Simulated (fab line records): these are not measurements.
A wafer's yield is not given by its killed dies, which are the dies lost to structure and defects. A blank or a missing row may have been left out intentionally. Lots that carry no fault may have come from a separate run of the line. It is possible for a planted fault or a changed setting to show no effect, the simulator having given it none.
fab line records	flow sfqLine
record: lots: 14	wafers: 41	lastDay: 100
route steps=325 shown M1@70
lots with no fault: from the same line, run without faults
startH: hours from the record's opening day to when the first of the lot's shown wafers began	waitH: how many hours have passed since the lot's step before this one	" repeats the value in the row above	L1.1+2: a row that stands for several wafers	- value missing, or start not given	* or withheld: withheld	< > ~ a bound
route shown NAME@n: names a module that has steps shown in the file, with the first one's number in the route	usual: mean/standard deviation of fault-free wafers	same: alike in all rows	chamber/n: place in a boat	sites: the reading at each site	_std_site: how widely they spread, as a standard deviation	_edge_site: inner sites' mean taken away from outer sites' mean	radiusMm: how far each site lies from the wafer's centre	mask NAME#n: copy n	behind: the last tool/chamber to shape the wafer	hold: the reason the lot was held/the length of the hold in hours/how it ended	device: the transistor (n, p or np) that didn't switch	end of line: the route-end tests of the same wafers	step lacking rows: just its recipe	killed: at the first sort, the dies lost to defects and structure; wafer yield is something else	map: a wafer's dies, marking killed ones x, the rest . and places with no die _
set.NAME: the setting the step ran with; set.NAME@STEP: the setting that earlier step ran with	model.NAME: the simulator's own value behind a step, which no gauge read
a sample of lots followed through the steps of the route, with each step as a table and each wafer as a row
services: the hour from which a tool's chamber was out of use, counted from the record's first day as startH (under 0 if before that day), plus the number of hours and why
== steps ==
step: SFQ_TRILAYER_M1_ETCH_METAL_ETCH_042
recipe: target: Nb	stopOn: SiO2	maskMaterial: PR	chemistry: Cl2/Ar	targetDepthNm: 240	icpW: 600	biasW: 80	pressureMtorr: 10	timeS: 120
usual: drypumpMotorCurrentA: 6.0/0.47	heBacksideLeakSccm: 3.5/0.34	oesProductAu: 0.895/0.0073
lot.wafer	tool	chamber	startH	waitH	drypumpMotorCurrentA	heBacksideLeakSccm	oesProductAu	rfHoursCounterH
L925.1	rieMetal-03	0	584.12	0.0	6.0	3.7	0.898	41
L925.3	"	0	"	"	6.0	3.7	0.898	-
L925.5	"	0	"	"	6.0	3.7	0.896	-
L926.2	rieMetal-03	0	588.92	0.0	6.0	3.5	0.893	41
L926.4	"	0	"	"	6.0	3.6	0.899	-
L926.6	"	0	"	"	6.0	3.7	0.900	-
L927.2	rieMetal-04	0	596.12	0.0	6.7	3.7	0.906	144
L927.3	"	0	"	"	6.7	3.9	0.905	-
L927.6	"	0	"	"	6.7	3.7	0.900	-
L928.2	rieMetal-04	1	604.81	0.0	6.1	3.6	0.895	27
L928.4	"	0	"	"	6.7	3.5	0.890	-
L928.6	"	1	"	"	6.1	3.5	0.898	-
L933.3	rieMetal-04	0	677.50	0.1	6.7	3.4	0.910	-
L933.4	"	1	"	"	6.1	3.5	0.906	-
L933.6	"	0	"	"	6.7	3.5	0.898	-
L934.1	rieMetal-02	0	689.52	0.1	5.6	3.7	0.898	112
L934.3	"	0	"	"	5.6	3.6	0.904	-
L934.5	"	0	"	"	5.6	3.6	0.898	-
L937.1	rieMetal-02	0	709.86	0.0	5.6	3.9	0.912	116
L937.5	"	0	"	"	5.6	3.8	0.905	-
L937.6	"	1	"	"	6.3	3.3	0.905	-
L938.1	rieMetal-02	0	719.46	0.0	5.6	3.6	0.880	118
L938.2	"	1	"	"	6.3	3.3	0.891	17
L938.5	"	1	"	"	6.3	3.2	0.885	-
L939.2	rieMetal-04	1	730.26	0.0	6.1	3.5	0.904	53
L939.3	"	1	"	"	6.1	3.6	0.893	-
L939.4	"	0	"	"	6.6	3.6	0.883	-
L940.5	rieMetal-04	0	750.74	0.1	6.7	3.3	0.808	-
L940.6	"	1	"	"	6.1	3.6	0.811	-
L941.1	rieMetal-03	1	751.86	0.0	5.3	3.1	0.896	88
L941.4	"	0	"	"	6.0	3.5	0.904	-
L941.6	"	0	"	"	6.0	3.5	0.896	-
L942.3	rieMetal-04	0	765.44	0.1	6.7	3.4	0.816	-
L942.5	"	0	"	"	6.7	3.4	0.813	-
L942.6	"	1	"	"	6.1	3.6	0.799	-
L943.3	rieMetal-03	0	766.64	0.1	6.0	3.6	0.893	-
L943.4	"	1	"	"	5.3	3.2	0.896	-
L943.6	"	1	"	"	5.3	3.4	0.887	-
L947.1	rieMetal-02	0	797.74	0.0	5.6	3.7	0.902	128
L947.3	"	0	"	"	5.6	3.6	0.892	-
L947.6	"	0	"	"	5.6	3.5	0.894	-
== services ==
tool	chamber	startH	hours	kind
rieMetal-02	1	565.61	-	clean
rieMetal-02	1	565.61	24.2	scheduledDown
rieMetal-02	1	565.61	24.2	ventCycle
rieMetal-03	0	591.17	129.4	repair
rieMetal-04	0	638.93	-	clean
rieMetal-04	0	638.93	19.0	scheduledDown
rieMetal-04	0	638.93	19.0	ventCycle
rieMetal-04	-	643.40	0.5	repair
rieMetal-02	-	673.39	1.9	repair
rieMetal-02	1	686.46	5.0	repair
rieMetal-03	1	698.54	26.8	repair
rieMetal-03	-	720.57	14.6	pm
rieMetal-03	-	789.94	1.3	repair
rieMetal-02	-	794.30	0.2	repair
== key ==
firstSign: step: SFQ_TRILAYER_M1_ETCH_METAL_ETCH_042	reading: oesProductAu	direction: down	sigmas: 12	usual: 0.895	struck: 0.809
effect none on later readings
metAt SFQ_TRILAYER_M1_ETCH_METAL_ETCH_042
struckLots L940,L942
onsetBetween 730.26 750.74
fault: kind: processParameterDrift	tool: rieMetal-04	chamber: -	onsetH: 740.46	steps: SFQ_TRILAYER_M1_ETCH_METAL_ETCH_042	channel: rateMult	offset: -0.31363	shape: step	endH: 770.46
